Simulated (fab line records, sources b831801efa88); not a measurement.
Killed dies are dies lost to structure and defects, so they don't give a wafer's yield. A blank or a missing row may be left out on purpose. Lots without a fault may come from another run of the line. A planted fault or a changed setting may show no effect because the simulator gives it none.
fab line records | flow gf180mcu
record lots=5 wafers=15 last_day=33
route steps=602 shown VT_IMPLANT@95 MVSD@136 NWELL@137
lots that met no fault: from a run of the same line without faults
start_h: hours from the record's first day to the start of the lot's first wafer shown | wait_h: hours since the lot's step before | " the same as in the row above | L1.1+2: a row that stands for several wafers | - no value, or no start given | * or withheld: withheld | < > ~ a bound
route shown NAME@n: a module of which the file shows steps, and the number in the route of the first | usual: mean/standard deviation of fault-free wafers | same: alike in all rows | chamber/n: place in a boat | sites: the reading at each site | _std_site: their standard deviation | _edge_site: outer sites' mean less inner sites' | radius_mm: how far each site lies from the wafer's centre | mask NAME#n: copy n | behind: the tool/chamber that last shaped the wafer | hold: why the lot was held/for how many hours/how that ended | device: the transistor (n, p or np) that didn't switch | end of line: the same wafers' tests at the end of the route | a step without rows: its recipe alone | killed: dies lost to structure and defects at the first sort, not the wafer's yield | map: a wafer's dies, x killed, . not, _ none there
set.NAME: the setting as run; set.NAME@STEP: as run at that earlier step | model.NAME: the simulator's own value behind a step, which no gauge read
lots at some steps of the route; a table a step, a row a wafer
services: from which hour (start_h, from the record's first day; less than 0 if before it) a tool's chamber was out of use, for how many hours, and why
## steps
# step GF_VT_IMPLANT_PEB_05
# recipe temp_c=withheld time_s=* resist=NOVOLAK
# same time_s=*
# columns lot.wafer tool chamber start_h wait_h
L076.1+2+4 litho_track-01 0 - -
L081.2+3+6 litho_track-02 0 - -
L090.3+4+5 litho_track-02 0 - -
L092.2+4+5 litho_track-02 0 - -
L093.1+2+6 litho_track-01 0 - -
# step GF_VT_IMPLANT_DEVELOP_06
# recipe develop_time_s=60 dev_temp_c=23
# columns lot.wafer tool chamber start_h wait_h
L076.1+2+4 litho_track-01 0 123.29 0.1
L081.2+3+6 litho_track-02 0 161.46 0.1
L090.3+4+5 litho_track-02 0 205.08 0.1
L092.2+4+5 litho_track-02 0 219.35 0.1
L093.1+2+6 litho_track-01 0 224.78 0.1
# step GF_VT_IMPLANT_OVL_MEAS_07
# usual VT_IMPLANT_OVL=0.9/1.3
# columns lot.wafer tool chamber start_h wait_h VT_IMPLANT_OVL[nm]
L076.1 overlay-01 - 123.44 0.1 -0.4
L076.2 " - " " -0.8
L076.4 " - " " 2.0
L081.2 overlay-02 - 161.59 0.1 -0.6
L081.3 " - " " 0.3
L081.6 " - " " 0.7
L090.3 overlay-02 - 205.19 0.1 0.3
L090.4 " - " " 0.4
L090.5 " - " " -1.0
L092.2 overlay-02 - 219.49 0.1 -0.7
L092.4 " - " " 1.6
L092.5 " - " " 0.5
L093.1 overlay-01 - 224.93 0.1 1.2
L093.2 " - " " 1.5
L093.6 " - " " -0.3
# step GF_VT_IMPLANT_IMPLANT_08
# recipe species=BF2 energy_kev=20 dose_cm2=8.079e+12 tilt_deg=7
# columns lot.wafer tool chamber start_h wait_h
L076.1+2+4 implanter-04 0 123.47 0.0
L081.2+3+6 implanter-03 0 161.64 0.0
L090.3+4+5 implanter-04 0 205.27 0.1
L092.2+4+5 implanter-04 0 219.54 0.0
L093.1+2+6 implanter-03 0 224.97 0.0
# step GF_VT_IMPLANT_STRIP_09
# recipe chemistry=O2/N2 power_w=1400 pressure_mtorr=1500 platen_temp_c=250 o2_flow_sccm=3000 n2_flow_sccm=300 overash_fraction=0.5
# usual drypump_motor_current_A=5.7/0.47 heater_power_w=328/21 oes_product_au=0.716/0.0047 strip_time_to_endpoint_s=12.65/0.035
# columns lot.wafer tool chamber start_h wait_h drypump_motor_current_A heater_power_w oes_product_au rf_hours_counter_h strip_time_to_endpoint_s
L076.1 plasma_asher-01 0 123.62 0.1 5.6 335 0.713 51 12.68
L076.2 " 1 " " 5.0 346 0.718 51 12.70
L076.4 " 1 " " 5.0 355 0.718 - 12.68
L081.2 plasma_asher-03 0 161.77 0.1 5.7 316 0.727 5 12.70
L081.3 " 1 " " 6.0 306 0.712 - 12.67
L081.6 " 0 " " 5.7 312 0.721 - 12.68
L090.3 plasma_asher-01 1 205.40 0.1 5.0 359 0.722 - 12.65
L090.4 " 0 " " 5.6 329 0.720 - 12.66
L090.5 " 1 " " 5.0 350 0.721 - 12.63
L092.2 plasma_asher-03 0 219.67 0.1 5.7 324 0.712 9 12.70
L092.4 " 0 " " 5.7 310 0.720 - 12.62
L092.5 " 0 " " 5.7 317 0.715 - 12.64
L093.1 plasma_asher-03 1 225.12 0.1 6.0 299 0.721 10 12.64
L093.2 " 0 " " 5.8 315 0.724 10 12.64
L093.6 " 1 " " 6.1 304 0.716 - 12.65
# step GF_VT_IMPLANT_TW_MEAS_10
# usual VT_IMPLANT_TW=557/5.9
# columns lot.wafer tool chamber start_h wait_h VT_IMPLANT_TW
L076.1 film_metro-03 - 123.72 0.1 563
L076.2 " - " " 561
L076.4 " - " " 566
L081.2 film_metro-03 - 161.88 0.1 563
L081.3 " - " " 563
L081.6 " - " " 561
L090.3 film_metro-04 - 205.49 0.1 553
L090.4 " - " " 550
L090.5 " - " " 554
L092.2 film_metro-03 - 219.78 0.1 561
L092.4 " - " " 556
L092.5 " - " " 560
L093.1 film_metro-03 - 225.22 0.1 558
L093.2 " - " " 564
L093.6 " - " " 562
# step GF_VT_IMPLANT_DEHYDRATE_11
# recipe temp_c=200 time_s=60
# same time_s=60
# columns lot.wafer tool chamber start_h wait_h
L076.1+2+4 litho_track-02 0 131.03 7.3
L081.2+3+6 litho_track-04 0 168.69 6.8
L090.3+4+5 litho_track-01 0 214.18 8.7
L092.2+4+5 litho_track-01 0 227.26 7.5
L093.1+2+6 litho_track-02 0 232.78 7.5
# step GF_VT_IMPLANT_HMDS_12
# recipe prime_time_s=60 prime_temp_c=120
# usual prime_temp_c=120.00/0.12
# same prime_time_s=60
# columns lot.wafer tool chamber start_h wait_h prime_temp_c
L076.1 litho_track-02 0 131.18 0.1 120.01
L076.2 " 0 " " 119.71
L076.4 " 0 " " 120.01
L081.2 litho_track-04 0 168.84 0.1 120.09
L081.3 " 0 " " 120.07
L081.6 " 0 " " 120.01
L090.3 litho_track-01 0 214.33 0.1 119.93
L090.4 " 0 " " 120.04
L090.5 " 0 " " 119.81
L092.2 litho_track-01 0 227.41 0.1 119.89
L092.4 " 0 " " 119.76
L092.5 " 0 " " 119.76
L093.1 litho_track-02 0 232.93 0.1 120.12
L093.2 " 0 " " 120.08
L093.6 " 0 " " 120.11
# step GF_VT_IMPLANT_COAT_13
# recipe resist=NOVOLAK spin_rpm=3000 resist_thk_nm=1000
# usual dispense_pressure_kPa=51.0/2.4
# columns lot.wafer tool chamber start_h wait_h dispense_pressure_kPa
L076.1 litho_track-02 0 131.33 0.1 53.8
L076.2 " 0 " " 53.8
L076.4 " 0 " " 53.8
L081.2 litho_track-04 0 168.99 0.1 48.0
L081.3 " 0 " " 48.0
L081.6 " 0 " " 48.0
L090.3 litho_track-01 0 214.48 0.1 51.1
L090.4 " 0 " " 51.1
L090.5 " 0 " " 51.1
L092.2 litho_track-01 0 227.56 0.1 51.1
L092.4 " 0 " " 51.1
L092.5 " 0 " " 51.1
L093.1 litho_track-02 0 233.08 0.1 53.8
L093.2 " 0 " " 53.8
L093.6 " 0 " " 53.7
# step GF_VT_IMPLANT_SOFTBAKE_14
# recipe temp_c=90 time_s=60 resist=NOVOLAK
# same time_s=60
# columns lot.wafer tool chamber start_h wait_h
L076.1+2+4 litho_track-02 0 131.48 0.1
L081.2+3+6 litho_track-04 0 169.14 0.1
L090.3+4+5 litho_track-01 0 214.63 0.1
L092.2+4+5 litho_track-01 0 227.71 0.1
L093.1+2+6 litho_track-02 0 233.23 0.1
# step GF_VT_IMPLANT_EXPOSE_15
# recipe mask_id=Nwell_LV_AREA target_cd_nm=860 na=0.6 source_shape=conventional sigma_outer=0.6 dose_mj=140
# columns lot.wafer tool chamber start_h wait_h mask
L076.1+2+4 iline_stepper-01 0 - - Nwell_LV_AREA#0
L081.2+3+6 iline_stepper-01 0 - - Nwell_LV_AREA#0
L090.3+4+5 iline_stepper-01 0 - - Nwell_LV_AREA#0
L092.2+4+5 iline_stepper-01 0 - - Nwell_LV_AREA#0
L093.1+2+6 iline_stepper-02 0 - - Nwell_LV_AREA#0
# step GF_VT_IMPLANT_PEB_16
# recipe temp_c=withheld time_s=* resist=NOVOLAK
# same time_s=*
# columns lot.wafer tool chamber start_h wait_h
L076.1+2+4 litho_track-01 0 - -
L081.2+3+6 litho_track-04 0 - -
L090.3+4+5 litho_track-04 0 - -
L092.2+4+5 litho_track-01 0 - -
L093.1+2+6 litho_track-02 0 - -
# step GF_VT_IMPLANT_DEVELOP_17
# recipe develop_time_s=60 dev_temp_c=23
# columns lot.wafer tool chamber start_h wait_h
L076.1+2+4 litho_track-01 0 138.19 0.1
L081.2+3+6 litho_track-04 0 176.74 0.1
L090.3+4+5 litho_track-04 0 222.97 0.1
L092.2+4+5 litho_track-01 0 236.51 0.1
L093.1+2+6 litho_track-02 0 241.98 0.1
# step GF_VT_IMPLANT_OVL_MEAS_18
# usual VT_IMPLANT_01_OVL=0.3/1.2
# columns lot.wafer tool chamber start_h wait_h VT_IMPLANT_01_OVL[nm]
L076.1 overlay-02 - 138.34 0.1 0.7
L076.2 " - " " -1.5
L076.4 " - " " 0.3
L081.2 overlay-02 - 176.88 0.1 1.4
L081.3 " - " " 1.5
L081.6 " - " " -0.4
L090.3 overlay-02 - 223.08 0.1 1.4
L090.4 " - " " 1.0
L090.5 " - " " -1.1
L092.2 overlay-01 - 236.64 0.1 0.3
L092.4 " - " " -0.6
L092.5 " - " " -1.2
L093.1 overlay-02 - 242.13 0.1 -0.1
L093.2 " - " " -0.1
L093.6 " - " " -1.6
# step GF_VT_IMPLANT_IMPLANT_19
# recipe species=As energy_kev=100 dose_cm2=4.35e+12 tilt_deg=7
# columns lot.wafer tool chamber start_h wait_h
L076.1+2+4 implanter-03 0 138.37 0.0
L081.2+3+6 implanter-03 0 176.93 0.0
L090.3+4+5 implanter-04 0 223.15 0.1
L092.2+4+5 implanter-02 0 236.70 0.0
L093.1+2+6 implanter-03 0 242.17 0.0
# step GF_VT_IMPLANT_STRIP_20
# recipe chemistry=O2/N2 power_w=1400 pressure_mtorr=1500 platen_temp_c=250 o2_flow_sccm=3000 n2_flow_sccm=300 overash_fraction=0.5
# usual drypump_motor_current_A=5.7/0.53 heater_power_w=333/21 oes_product_au=0.716/0.0045 strip_time_to_endpoint_s=12.63/0.04
# columns lot.wafer tool chamber start_h wait_h drypump_motor_current_A heater_power_w oes_product_au rf_hours_counter_h strip_time_to_endpoint_s
L076.1 plasma_asher-01 1 138.52 0.1 5.0 345 0.720 53 12.66
L076.2 " 0 " " 5.6 325 0.713 53 12.65
L076.4 " 1 " " 5.0 350 0.712 - 12.65
L081.2 plasma_asher-01 0 177.06 0.1 5.6 329 0.728 56 12.61
L081.3 " 0 " " 5.6 324 0.722 - 12.59
L081.6 " 1 " " 5.0 349 0.715 - 12.64
L090.3 plasma_asher-03 1 223.29 0.1 6.1 308 0.711 - 12.56
L090.4 " 0 " " 5.8 314 0.713 - 12.57
L090.5 " 1 " " 6.0 304 0.715 - 12.56
L092.2 plasma_asher-03 0 236.82 0.1 5.7 315 0.709 11 12.58
L092.4 " 1 " " 6.0 309 0.712 - 12.57
L092.5 " 1 " " 6.0 306 0.718 - 12.55
L093.1 plasma_asher-03 1 242.32 0.1 6.0 306 0.718 12 12.58
L093.2 " 0 " " 5.7 312 0.720 12 12.58
L093.6 " 1 " " 6.0 301 0.722 - 12.61
# step GF_VT_IMPLANT_TW_MEAS_21
# usual VT_IMPLANT_2_TW=1208/11
# columns lot.wafer tool chamber start_h wait_h VT_IMPLANT_2_TW
L076.1 film_metro-03 - 138.62 0.1 1221
L076.2 " - " " 1222
L076.4 " - " " 1225
L081.2 film_metro-03 - 177.17 0.1 1223
L081.3 " - " " 1215
L081.6 " - " " 1220
L090.3 film_metro-02 - 223.37 0.1 1221
L090.4 " - " " 1202
L090.5 " - " " 1222
L092.2 film_metro-03 - 236.93 0.1 1217
L092.4 " - " " 1212
L092.5 " - " " 1212
L093.1 film_metro-04 - 242.42 0.1 1195
L093.2 " - " " 1199
L093.6 " - " " 1188
# step GF_VT_IMPLANT_DEHYDRATE_22
# recipe temp_c=200 time_s=60
# same time_s=60
# columns lot.wafer tool chamber start_h wait_h
L076.1+2+4 litho_track-02 0 145.33 6.7
L081.2+3+6 litho_track-04 0 184.79 7.6
L090.3+4+5 litho_track-04 0 231.12 7.7
L092.2+4+5 litho_track-01 0 245.26 8.3
L093.1+2+6 litho_track-02 0 251.18 8.8
# step GF_VT_IMPLANT_HMDS_23
# recipe prime_time_s=60 prime_temp_c=120
# usual prime_temp_c=120.00/0.12
# same prime_time_s=60
# columns lot.wafer tool chamber start_h wait_h prime_temp_c
L076.1 litho_track-02 0 145.48 0.1 119.91
L076.2 " 0 " " 120.05
L076.4 " 0 " " 119.81
L081.2 litho_track-04 0 184.94 0.1 119.70
L081.3 " 0 " " 119.84
L081.6 " 0 " " 119.71
L090.3 litho_track-04 0 231.27 0.1 119.95
L090.4 " 0 " " 119.86
L090.5 " 0 " " 119.73
L092.2 litho_track-01 0 245.41 0.1 120.07
L092.4 " 0 " " 119.93
L092.5 " 0 " " 119.98
L093.1 litho_track-02 0 251.33 0.1 120.14
L093.2 " 0 " " 119.95
L093.6 " 0 " " 120.19
# step GF_VT_IMPLANT_COAT_24
# recipe resist=NOVOLAK spin_rpm=3000 resist_thk_nm=1000
# usual dispense_pressure_kPa=49.8/2.2
# columns lot.wafer tool chamber start_h wait_h dispense_pressure_kPa
L076.1 litho_track-02 0 145.63 0.1 53.8
L076.2 " 0 " " 53.8
L076.4 " 0 " " 53.8
L081.2 litho_track-04 0 185.09 0.1 48.0
L081.3 " 0 " " 48.1
L081.6 " 0 " " 48.0
L090.3 litho_track-04 0 231.42 0.1 48.0
L090.4 " 0 " " 48.0
L090.5 " 0 " " 48.1
L092.2 litho_track-01 0 245.56 0.1 51.1
L092.4 " 0 " " 51.1
L092.5 " 0 " " 51.1
L093.1 litho_track-02 0 251.48 0.1 53.8
L093.2 " 0 " " 53.7
L093.6 " 0 " " 53.8
# step GF_VT_IMPLANT_SOFTBAKE_25
# recipe temp_c=90 time_s=60 resist=NOVOLAK
# same time_s=60
# columns lot.wafer tool chamber start_h wait_h
L076.1+2+4 litho_track-02 0 145.78 0.1
L081.2+3+6 litho_track-04 0 185.24 0.1
L090.3+4+5 litho_track-04 0 231.57 0.1
L092.2+4+5 litho_track-01 0 245.71 0.1
L093.1+2+6 litho_track-02 0 251.63 0.1
# step GF_VT_IMPLANT_EXPOSE_26
# recipe mask_id=LVPWELL_HV_AREA target_cd_nm=860 na=0.6 source_shape=conventional sigma_outer=0.6 dose_mj=140
# columns lot.wafer tool chamber start_h wait_h mask
L076.1+2+4 iline_stepper-01 0 - - LVPWELL_HV_AREA#0
L081.2+3+6 iline_stepper-01 0 - - LVPWELL_HV_AREA#0
L090.3+4+5 iline_stepper-01 0 - - LVPWELL_HV_AREA#0
L092.2+4+5 iline_stepper-01 0 - - LVPWELL_HV_AREA#0
L093.1+2+6 iline_stepper-01 0 - - LVPWELL_HV_AREA#0
# step GF_VT_IMPLANT_PEB_27
# recipe temp_c=withheld time_s=* resist=NOVOLAK
# same time_s=*
# columns lot.wafer tool chamber start_h wait_h
L076.1+2+4 litho_track-01 0 - -
L081.2+3+6 litho_track-01 0 - -
L090.3+4+5 litho_track-02 0 - -
L092.2+4+5 litho_track-02 0 - -
L093.1+2+6 litho_track-01 0 - -
# step GF_VT_IMPLANT_DEVELOP_28
# recipe develop_time_s=60 dev_temp_c=23
# columns lot.wafer tool chamber start_h wait_h
L076.1+2+4 litho_track-01 0 152.84 0.1
L081.2+3+6 litho_track-01 0 193.16 0.1
L090.3+4+5 litho_track-02 0 240.38 0.1
L092.2+4+5 litho_track-02 0 254.85 0.1
L093.1+2+6 litho_track-01 0 260.13 0.1
# step GF_VT_IMPLANT_OVL_MEAS_29
# usual VT_IMPLANT_02_OVL=1.0/1.5
# columns lot.wafer tool chamber start_h wait_h VT_IMPLANT_02_OVL[nm]
L076.1 overlay-01 - 152.99 0.1 -1.1
L076.2 " - " " -0.3
L076.4 " - " " 2.7
L081.2 overlay-01 - 193.29 0.1 0.5
L081.3 " - " " 1.7
L081.6 " - " " -1.1
L090.3 overlay-01 - 240.49 0.1 0.8
L090.4 " - " " 0.3
L090.5 " - " " 2.3
L092.2 overlay-01 - 254.99 0.1 -0.3
L092.4 " - " " 0.1
L092.5 " - " " 0.1
L093.1 overlay-02 - 260.28 0.1 0.8
L093.2 " - " " -0.6
L093.6 " - " " -0.9
# step GF_VT_IMPLANT_IMPLANT_30
# recipe species=B energy_kev=25 dose_cm2=2.534e+12 tilt_deg=7
# columns lot.wafer tool chamber start_h wait_h
L076.1+2+4 implanter-03 0 153.02 0.0
L081.2+3+6 implanter-03 0 193.35 0.0
L090.3+4+5 implanter-04 0 240.57 0.1
L092.2+4+5 implanter-04 0 255.04 0.0
L093.1+2+6 implanter-02 0 260.32 0.0
# step GF_VT_IMPLANT_STRIP_31
# recipe chemistry=O2/N2 power_w=1400 pressure_mtorr=1500 platen_temp_c=250 o2_flow_sccm=3000 n2_flow_sccm=300 overash_fraction=0.5
# usual drypump_motor_current_A=5.8/0.48 heater_power_w=327/23 oes_product_au=0.716/0.0044 strip_time_to_endpoint_s=12.63/0.035
# columns lot.wafer tool chamber start_h wait_h drypump_motor_current_A heater_power_w oes_product_au rf_hours_counter_h strip_time_to_endpoint_s
L076.1 plasma_asher-03 1 153.17 0.1 6.0 301 0.716 4 12.59
L076.2 " 0 " " 5.7 319 0.716 4 12.63
L076.4 " 1 " " 6.0 305 0.706 - 12.62
L081.2 plasma_asher-03 1 193.47 0.1 6.1 301 0.713 7 12.64
L081.3 " 1 " " 6.0 316 0.720 - 12.67
L081.6 " 1 " " 6.1 303 0.712 - 12.65
L090.3 plasma_asher-02 0 240.70 0.1 5.5 304 0.722 - 12.66
L090.4 " 1 " " 6.6 372 0.709 - 12.66
L090.5 " 1 " " 6.6 366 0.714 - 12.67
L092.2 plasma_asher-01 1 255.17 0.1 5.0 350 0.711 62 12.60
L092.4 " 0 " " 5.6 336 0.720 - 12.59
L092.5 " 1 " " 5.0 353 0.716 - 12.57
L093.1 plasma_asher-03 1 260.47 0.1 6.1 306 0.706 14 12.61
L093.2 " 0 " " 5.7 317 0.723 14 12.59
L093.6 " 1 " " 6.0 288 0.712 - 12.63
# step GF_VT_IMPLANT_TW_MEAS_32
# usual VT_IMPLANT_3_TW=268.0/2.5
# columns lot.wafer tool chamber start_h wait_h VT_IMPLANT_3_TW
L076.1 film_metro-03 - 153.27 0.1 271.2
L076.2 " - " " 271.3
L076.4 " - " " 270.9
L081.2 film_metro-03 - 193.58 0.1 268.6
L081.3 " - " " 267.2
L081.6 " - " " 268.5
L090.3 film_metro-03 - 240.79 0.1 269.8
L090.4 " - " " 270.8
L090.5 " - " " 268.0
L092.2 film_metro-04 - 255.28 0.1 263.3
L092.4 " - " " 264.4
L092.5 " - " " 263.3
L093.1 film_metro-03 - 260.57 0.1 270.6
L093.2 " - " " 269.8
L093.6 " - " " 269.8
# step GF_VT_IMPLANT_DEHYDRATE_33
# recipe temp_c=200 time_s=60
# same time_s=60
# columns lot.wafer tool chamber start_h wait_h
L076.1+2+4 litho_track-04 0 160.42 7.1
L081.2+3+6 litho_track-01 0 201.11 7.5
L090.3+4+5 litho_track-02 0 249.38 8.6
L092.2+4+5 litho_track-01 0 263.31 8.0
L093.1+2+6 litho_track-04 0 269.77 9.2
# step GF_VT_IMPLANT_HMDS_34
# recipe prime_time_s=60 prime_temp_c=120
# usual prime_temp_c=120.00/0.13
# same prime_time_s=60
# columns lot.wafer tool chamber start_h wait_h prime_temp_c
L076.1 litho_track-04 0 160.57 0.1 120.04
L076.2 " 0 " " 119.91
L076.4 " 0 " " 120.04
L081.2 litho_track-01 0 201.26 0.1 119.94
L081.3 " 0 " " 119.90
L081.6 " 0 " " 120.10
L090.3 litho_track-02 0 249.53 0.1 119.79
L090.4 " 0 " " 119.87
L090.5 " 0 " " 119.79
L092.2 litho_track-01 0 263.46 0.1 120.12
L092.4 " 0 " " 120.16
L092.5 " 0 " " 120.09
L093.1 litho_track-04 0 269.92 0.1 120.07
L093.2 " 0 " " 120.16
L093.6 " 0 " " 120.24
# step GF_VT_IMPLANT_COAT_35
# recipe resist=NOVOLAK spin_rpm=3000 resist_thk_nm=1000
# usual dispense_pressure_kPa=50.7/2.1
# columns lot.wafer tool chamber start_h wait_h dispense_pressure_kPa
L076.1 litho_track-04 0 160.72 0.1 48.0
L076.2 " 0 " " 48.0
L076.4 " 0 " " 48.0
L081.2 litho_track-01 0 201.41 0.1 51.1
L081.3 " 0 " " 51.1
L081.6 " 0 " " 51.1
L090.3 litho_track-02 0 249.68 0.1 53.8
L090.4 " 0 " " 53.8
L090.5 " 0 " " 53.8
L092.2 litho_track-01 0 263.61 0.1 51.1
L092.4 " 0 " " 51.1
L092.5 " 0 " " 51.1
L093.1 litho_track-04 0 270.07 0.1 48.0
L093.2 " 0 " " 48.0
L093.6 " 0 " " 48.1
# step GF_VT_IMPLANT_SOFTBAKE_36
# recipe temp_c=90 time_s=60 resist=NOVOLAK
# same time_s=60
# columns lot.wafer tool chamber start_h wait_h
L076.1+2+4 litho_track-04 0 160.87 0.1
L081.2+3+6 litho_track-01 0 201.56 0.1
L090.3+4+5 litho_track-02 0 249.83 0.1
L092.2+4+5 litho_track-01 0 263.76 0.1
L093.1+2+6 litho_track-04 0 270.22 0.1
# step GF_VT_IMPLANT_EXPOSE_37
# recipe mask_id=Nwell_HV_AREA target_cd_nm=860 na=0.6 source_shape=conventional sigma_outer=0.6 dose_mj=140
# columns lot.wafer tool chamber start_h wait_h mask
L076.1+2+4 iline_stepper-01 0 - - Nwell_HV_AREA#0
L081.2+3+6 iline_stepper-02 0 - - Nwell_HV_AREA#0
L090.3+4+5 iline_stepper-01 0 - - Nwell_HV_AREA#0
L092.2+4+5 iline_stepper-02 0 - - Nwell_HV_AREA#0
L093.1+2+6 iline_stepper-01 0 - - Nwell_HV_AREA#0
# step GF_VT_IMPLANT_PEB_38
# recipe temp_c=withheld time_s=* resist=NOVOLAK
# same time_s=*
# columns lot.wafer tool chamber start_h wait_h
L076.1+2+4 litho_track-02 0 - -
L081.2+3+6 litho_track-04 0 - -
L090.3+4+5 litho_track-04 0 - -
L092.2+4+5 litho_track-01 0 - -
L093.1+2+6 litho_track-02 0 - -
# step GF_VT_IMPLANT_DEVELOP_39
# recipe develop_time_s=60 dev_temp_c=23
# columns lot.wafer tool chamber start_h wait_h
L076.1+2+4 litho_track-02 0 167.83 0.1
L081.2+3+6 litho_track-04 0 209.54 0.1
L090.3+4+5 litho_track-04 0 258.72 0.1
L092.2+4+5 litho_track-01 0 273.36 0.1
L093.1+2+6 litho_track-02 0 279.78 0.1
# step GF_VT_IMPLANT_OVL_MEAS_40
# usual VT_IMPLANT_03_OVL=2.0/1.5
# columns lot.wafer tool chamber start_h wait_h VT_IMPLANT_03_OVL[nm]
L076.1 overlay-01 - 167.98 0.1 3.6
L076.2 " - " " 2.7
L076.4 " - " " 5.0
L081.2 overlay-01 - 209.67 0.1 1.6
L081.3 " - " " 0.4
L081.6 " - " " 1.2
L090.3 overlay-01 - 258.83 0.1 1.6
L090.4 " - " " 2.5
L090.5 " - " " 3.4
L092.2 overlay-02 - 273.49 0.1 3.0
L092.4 " - " " 3.2
L092.5 " - " " 1.9
L093.1 overlay-02 - 279.93 0.1 5.1
L093.2 " - " " 2.7
L093.6 " - " " 3.3
# step GF_VT_IMPLANT_IMPLANT_41
# recipe species=As energy_kev=70 dose_cm2=1.013e+12 tilt_deg=7
# columns lot.wafer tool chamber start_h wait_h
L076.1+2+4 implanter-04 0 168.02 0.0
L081.2+3+6 implanter-03 0 209.73 0.0
L090.3+4+5 implanter-03 0 258.90 0.1
L092.2+4+5 implanter-02 0 273.54 0.0
L093.1+2+6 implanter-04 0 279.96 0.0
# step GF_VT_IMPLANT_STRIP_42
# recipe chemistry=O2/N2 power_w=1400 pressure_mtorr=1500 platen_temp_c=250 o2_flow_sccm=3000 n2_flow_sccm=300 overash_fraction=0.5
# usual drypump_motor_current_A=5.7/0.51 heater_power_w=332/21 oes_product_au=0.716/0.0046 strip_time_to_endpoint_s=12.62/0.036
# columns lot.wafer tool chamber start_h wait_h drypump_motor_current_A heater_power_w oes_product_au rf_hours_counter_h strip_time_to_endpoint_s
L076.1 plasma_asher-02 1 168.17 0.1 6.6 359 0.711 43 12.73
L076.2 " 0 " " 5.4 304 0.719 43 12.68
L076.4 " 0 " " 5.5 309 0.722 - 12.70
L081.2 plasma_asher-01 0 209.85 0.1 5.6 327 0.710 58 12.65
L081.3 " 0 " " 5.6 336 0.711 - 12.65
L081.6 " 0 " " 5.6 347 0.720 - 12.62
L090.3 plasma_asher-03 1 259.04 0.1 6.1 312 0.721 - 12.66
L090.4 " 0 " " 5.7 311 0.714 - 12.65
L090.5 " 1 " " 6.0 303 0.720 - 12.67
L092.2 plasma_asher-01 1 273.67 0.1 5.0 351 0.719 64 12.63
L092.4 " 1 " " 5.0 347 0.708 - 12.64
L092.5 " 1 " " 5.0 352 0.729 - 12.63
L093.1 plasma_asher-03 0 280.11 0.1 5.7 312 0.713 16 12.59
L093.2 " 1 " " 6.0 310 0.711 16 12.61
L093.6 " 0 " " 5.7 316 0.722 - 12.66
# step GF_VT_IMPLANT_TW_MEAS_43
# usual VT_IMPLANT_4_TW=688/5.5
# columns lot.wafer tool chamber start_h wait_h VT_IMPLANT_4_TW
L076.1 film_metro-04 - 168.27 0.1 676
L076.2 " - " " 680
L076.4 " - " " 677
L081.2 film_metro-03 - 209.96 0.1 692
L081.3 " - " " 688
L081.6 " - " " 691
L090.3 film_metro-02 - 259.12 0.1 692
L090.4 " - " " 690
L090.5 " - " " 692
L092.2 film_metro-04 - 273.78 0.1 683
L092.4 " - " " 685
L092.5 " - " " 684
L093.1 film_metro-04 - 280.21 0.1 683
L093.2 " - " " 684
L093.6 " - " " 683
# step GF_VT_IMPLANT_CLEAN_44
# recipe chemistry=SC1/SC2 mix=1:4:20 temp_c=70 time_s=150 dry=n2_spin
# same time_s=150
# columns lot.wafer tool chamber start_h wait_h
L076.1+2+4 wet_bench-02 3 168.33 0.1
L081.2+3+6 wet_bench-02 3 210.01 0.0
L090.3+4+5 wet_bench-03 2 259.16 0.0
L092.2+4+5 wet_bench-02 3 273.83 0.0
L093.1+2+6 wet_bench-02 3 280.27 0.1
# step GF_VT_IMPLANT_RTA_45
# recipe temp_c=1050 time_s=30 ambient=N2
# usual lamp_power_pct=39.1/1.2 wafer_temp_C_max=1055.1/1.5
# same time_s=30
# columns lot.wafer tool chamber start_h wait_h lamp_power_pct wafer_temp_C_max
L076.1 rtp_anneal-01 0 168.38 0.0 38.0 1053.9
L076.2 " 0 " " 37.9 1054.2
L076.4 " 0 " " 37.8 1055.1
L081.2 rtp_anneal-01 0 210.10 0.0 37.9 1054.6
L081.3 " 0 " " 38.0 1054.5
L081.6 " 0 " " 37.9 1053.2
L090.3 rtp_anneal-02 0 259.25 0.0 40.3 1056.5
L090.4 " 0 " " 40.2 1055.7
L090.5 " 0 " " 40.3 1055.3
L092.2 rtp_anneal-02 0 273.90 0.0 40.2 1054.9
L092.4 " 0 " " 40.3 1057.3
L092.5 " 0 " " 40.3 1055.3
L093.1 rtp_anneal-01 0 280.32 0.0 37.9 1054.3
L093.2 " 0 " " 38.0 1053.7
L093.6 " 0 " " 37.9 1053.0
# step GF_VT_IMPLANT_RS_MEAS_46
# recipe thk_meas_gauge=four-point-probe
# usual MVSD_RS=457.3/1.1
# columns lot.wafer tool chamber start_h wait_h MVSD_RS[ohm/sq]
L076.1 film_metro-02 - 168.48 0.1 458.2
L076.2 " - " " 457.6
L076.4 " - " " 456.9
L081.2 film_metro-02 - 210.29 0.2 458.4
L081.3 " - " " 458.6
L081.6 " - " " 458.8
L090.3 film_metro-01 - 259.35 0.1 456.2
L090.4 " - " " 456.7
L090.5 " - " " 456.3
L092.2 film_metro-04 - 274.00 0.1 457.4
L092.4 " - " " 457.3
L092.5 " - " " 457.1
L093.1 film_metro-04 - 280.42 0.1 458.2
L093.2 " - " " 457.8
L093.6 " - " " 458.8
# step GF_VT_IMPLANT_RS_MEAS_47
# recipe thk_meas_gauge=four-point-probe
# usual NWELL_RS=487.9/1.3
# columns lot.wafer tool chamber start_h wait_h NWELL_RS[ohm/sq]
L076.1 film_metro-02 - 168.60 0.1 488.4
L076.2 " - " " 488.6
L076.4 " - " " 488.9
L081.2 film_metro-02 - 210.41 0.1 489.0
L081.3 " - " " 489.9
L081.6 " - " " 489.4
L090.3 film_metro-01 - 259.47 0.1 487.3
L090.4 " - " " 487.1
L090.5 " - " " 486.1
L092.2 film_metro-04 - 274.12 0.1 485.9
L092.4 " - " " 486.0
L092.5 " - " " 487.2
L093.1 film_metro-04 - 280.54 0.1 489.7
L093.2 " - " " 488.3
L093.6 " - " " 488.7
## services
# columns tool chamber start_h hours kind
plasma_asher-01 - 100.49 2.2 repair
iline_stepper-01 - 103.99 9.2 repair
plasma_asher-03 - 108.75 9.0 pm
implanter-02 - 110.12 86.0 repair
implanter-03 - 123.12 0.5 repair
wet_bench-03 - 135.26 2.3 repair
implanter-03 - 138.68 3.2 repair
implanter-02 - 142.02 3.2 repair
plasma_asher-01 - 154.55 9.1 repair
plasma_asher-01 - 155.44 1.6 repair
plasma_asher-03 - 172.80 14.6 pm
implanter-04 - 174.90 13.3 pm
plasma_asher-01 - 184.60 17.2 pm
iline_stepper-01 - 190.89 1.7 pm
implanter-03 - 193.96 2.7 repair
implanter-02 - 196.10 10.0 pm
plasma_asher-03 - 200.37 2.6 repair
implanter-03 - 213.20 2.3 repair
plasma_asher-01 - 227.02 2.8 pm
iline_stepper-01 0 242.80 - calibration
iline_stepper-02 - 244.91 4.6 repair
iline_stepper-02 - 249.51 1.7 pm
implanter-03 - 261.13 3.5 repair
plasma_asher-02 - 268.61 14.6 pm
## key
fault none
